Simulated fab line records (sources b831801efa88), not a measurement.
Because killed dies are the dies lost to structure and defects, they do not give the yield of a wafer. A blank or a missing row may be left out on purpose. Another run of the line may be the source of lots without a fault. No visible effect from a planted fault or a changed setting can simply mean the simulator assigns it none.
Which tool is to blame? / flow sky130 / 11 lots with 33 wafers sampled at 4 steps, on a route of 708 steps

WHAT THE GAUGES READ, wafer by wafer
SKY_LI_CONTACT_CD_MEAS_12: the cd target is 170 nm.
lot=L413; measured=day 30 10:29; on=cd sem-01; cd nm (nm)=170.7 170.2 169.0
lot=L414; measured=day 30 22:47; on=cd sem-01; cd nm (nm)=168.7 169.2 168.9
lot=L416; measured=day 31 19:29; on=cd sem-01; cd nm (nm)=170.8 171.9 171.6
lot=L417; measured=day 32 02:20; on=cd sem-02; cd nm (nm)=168.8 168.2 169.8
lot=L421; measured=day 33 00:40; on=cd sem-01; cd nm (nm)=170.1 171.4 169.5
lot=L422; measured=day 33 14:10; on=cd sem-02; cd nm (nm)=170.3 168.1 169.6
lot=L426; measured=day 35 05:31; on=cd sem-01; cd nm (nm)=170.6 169.0 171.4
lot=L427; measured=day 35 06:25; on=cd sem-02; cd nm (nm)=170.0 171.0 170.8
lot=L432; measured=day 37 01:14; on=cd sem-02; cd nm (nm)=168.6 170.4 171.0
lot=L431; measured=day 37 04:29; on=cd sem-01; cd nm (nm)=170.4 170.0 170.7
lot=L430; measured=day 37 06:11; on=cd sem-02; cd nm (nm)=171.3 173.6 172.1

SKY_LOCAL_INTERCONNECT_RS_MEAS_01: a four-point-probe measurement.
lot=L413; measured=day 30 11:52; on=film metro-03; LOCAL_INTERCONNECT_TIN_RS (ohm/sq)=13.93 14.01 14.26
lot=L414; measured=day 31 00:11; on=film metro-03; LOCAL_INTERCONNECT_TIN_RS (ohm/sq)=13.98 13.96 14.35
lot=L416; measured=day 31 20:52; on=film metro-03; LOCAL_INTERCONNECT_TIN_RS (ohm/sq)=14.18 14.11 14.28
lot=L417; measured=day 32 03:43; on=film metro-03; LOCAL_INTERCONNECT_TIN_RS (ohm/sq)=13.91 14.03 13.93
lot=L421; measured=day 33 02:17; on=film metro-01; LOCAL_INTERCONNECT_TIN_RS (ohm/sq)=8.57 13.97 14.16
lot=L422; measured=day 33 15:43; on=film metro-03; LOCAL_INTERCONNECT_TIN_RS (ohm/sq)=13.83 8.55 13.95
lot=L426; measured=day 35 06:54; on=film metro-01; LOCAL_INTERCONNECT_TIN_RS (ohm/sq)=14.00 14.01 13.87
lot=L427; measured=day 35 07:48; on=film metro-02; LOCAL_INTERCONNECT_TIN_RS (ohm/sq)=13.92 14.08 13.96
lot=L432; measured=day 37 02:37; on=film metro-02; LOCAL_INTERCONNECT_TIN_RS (ohm/sq)=14.09 14.24 14.50
lot=L431; measured=day 37 05:52; on=film metro-03; LOCAL_INTERCONNECT_TIN_RS (ohm/sq)=13.80 13.89 14.10
lot=L430; measured=day 37 07:34; on=film metro-03; LOCAL_INTERCONNECT_TIN_RS (ohm/sq)=14.16 14.32 14.20

SKY_LOCAL_INTERCONNECT_THK_MEAS_02: measures by xrf.
lot=L413; measured=day 30 11:58; on=film metro-03; LOCAL_INTERCONNECT_TIN_THK (nm)=101.8 101.7 99.6
lot=L414; measured=day 31 00:18; on=film metro-03; LOCAL_INTERCONNECT_TIN_THK (nm)=101.6 101.1 98.6
lot=L416; measured=day 31 20:59; on=film metro-03; LOCAL_INTERCONNECT_TIN_THK (nm)=100.5 100.3 99.3
lot=L417; measured=day 32 03:50; on=film metro-03; LOCAL_INTERCONNECT_TIN_THK (nm)=102.7 101.8 102.1
lot=L421; measured=day 33 02:24; on=film metro-01; LOCAL_INTERCONNECT_TIN_THK (nm)=164.3 101.9 100.7
lot=L422; measured=day 33 15:50; on=film metro-03; LOCAL_INTERCONNECT_TIN_THK (nm)=103.1 163.6 102.0
lot=L426; measured=day 35 07:00; on=film metro-01; LOCAL_INTERCONNECT_TIN_THK (nm)=102.3 101.9 102.8
lot=L427; measured=day 35 07:55; on=film metro-02; LOCAL_INTERCONNECT_TIN_THK (nm)=102.7 102.0 102.5
lot=L432; measured=day 37 02:43; on=film metro-02; LOCAL_INTERCONNECT_TIN_THK (nm)=101.5 100.7 98.7
lot=L431; measured=day 37 05:59; on=film metro-03; LOCAL_INTERCONNECT_TIN_THK (nm)=102.5 101.7 100.8
lot=L430; measured=day 37 07:40; on=film metro-03; LOCAL_INTERCONNECT_TIN_THK (nm)=100.4 98.8 99.9

TOOL THAT RAN EACH LOT (tool first, then ch and the chambers of the sampled wafers, then the start)
lot=L413; SKY_LOCAL_INTERCONNECT_SPUTTER_00=pvd sputter-04, day 30 11:47
lot=L414; SKY_LOCAL_INTERCONNECT_SPUTTER_00=pvd sputter-01, day 31 00:07
lot=L416; SKY_LOCAL_INTERCONNECT_SPUTTER_00=pvd sputter-04, day 31 20:47
lot=L417; SKY_LOCAL_INTERCONNECT_SPUTTER_00=pvd sputter-02, day 32 03:38
lot=L421; SKY_LOCAL_INTERCONNECT_SPUTTER_00=pvd sputter-02, day 33 02:13
lot=L422; SKY_LOCAL_INTERCONNECT_SPUTTER_00=pvd sputter-02, day 33 15:39
lot=L426; SKY_LOCAL_INTERCONNECT_SPUTTER_00=pvd sputter-01, day 35 06:48
lot=L427; SKY_LOCAL_INTERCONNECT_SPUTTER_00=pvd sputter-01, day 35 07:44
lot=L432; SKY_LOCAL_INTERCONNECT_SPUTTER_00=pvd sputter-04, day 37 02:32
lot=L431; SKY_LOCAL_INTERCONNECT_SPUTTER_00=pvd sputter-02, day 37 05:48
lot=L430; SKY_LOCAL_INTERCONNECT_SPUTTER_00=pvd sputter-02, day 37 07:29
- SKY_LOCAL_INTERCONNECT_SPUTTER_00: material TiN, target thk 100 nm, time 83.3 s.

WHAT THE TOOLS THEMSELVES READ (means of the sampled wafers that have a number; where no wafer has one, the mark that the record gives instead)
SKY_LOCAL_INTERCONNECT_SPUTTER_00.
lot=L413; tool=pvd sputter-04; throttle valve pct (%)=29.9
lot=L414; tool=pvd sputter-01; throttle valve pct (%)=28.8
lot=L416; tool=pvd sputter-04; throttle valve pct (%)=29.9
lot=L417; tool=pvd sputter-02; throttle valve pct (%)=30.5
lot=L421; tool=pvd sputter-02; throttle valve pct (%)=29.8
lot=L422; tool=pvd sputter-02; throttle valve pct (%)=29.6
lot=L426; tool=pvd sputter-01; throttle valve pct (%)=29.7
lot=L427; tool=pvd sputter-01; throttle valve pct (%)=28.8
lot=L432; tool=pvd sputter-04; throttle valve pct (%)=29.0
lot=L431; tool=pvd sputter-02; throttle valve pct (%)=30.2
lot=L430; tool=pvd sputter-02; throttle valve pct (%)=29.6

THE ANSWER, worked out from the rows above alone
Rule: usual is defined by the lots themselves. The widest of any qualifying gaps counts: lots, ordered by their means at a reading, are off when they make up no more than a third of the lots, leave a main group of 4 or more, and stand apart from it by 3 or more times the standard deviation of that group's means. A main group is skipped when, at the precision printed for the reading in the tables above, its means are all equal. Also off: a lot with no number at a reading for which 4 or more lots have one. Where the step has rows for the other lots, those lots are counted as sound. Order of review: gauges by route order, followed by the tools' own readings, for which a lot's mean as printed above is used. At the first step where some lot is off, the reading lying furthest off is the one used; lots without a number count as furthest.
Off: L421, L422, seen at SKY_LOCAL_INTERCONNECT_RS_MEAS_01 (LOCAL_INTERCONNECT_TIN_RS). Main group: mean 14.08 ohm/sq, sd 0.12.
If a tool, at a process step before that reading, ran all the lots that are off and no sound lot after the first of them, it fits. Gauges at SKY_LOCAL_INTERCONNECT_RS_MEAS_01: tried the same way as those tools. None of those tried fits.

WHAT WAS PUT IN BY THE SIMULATOR
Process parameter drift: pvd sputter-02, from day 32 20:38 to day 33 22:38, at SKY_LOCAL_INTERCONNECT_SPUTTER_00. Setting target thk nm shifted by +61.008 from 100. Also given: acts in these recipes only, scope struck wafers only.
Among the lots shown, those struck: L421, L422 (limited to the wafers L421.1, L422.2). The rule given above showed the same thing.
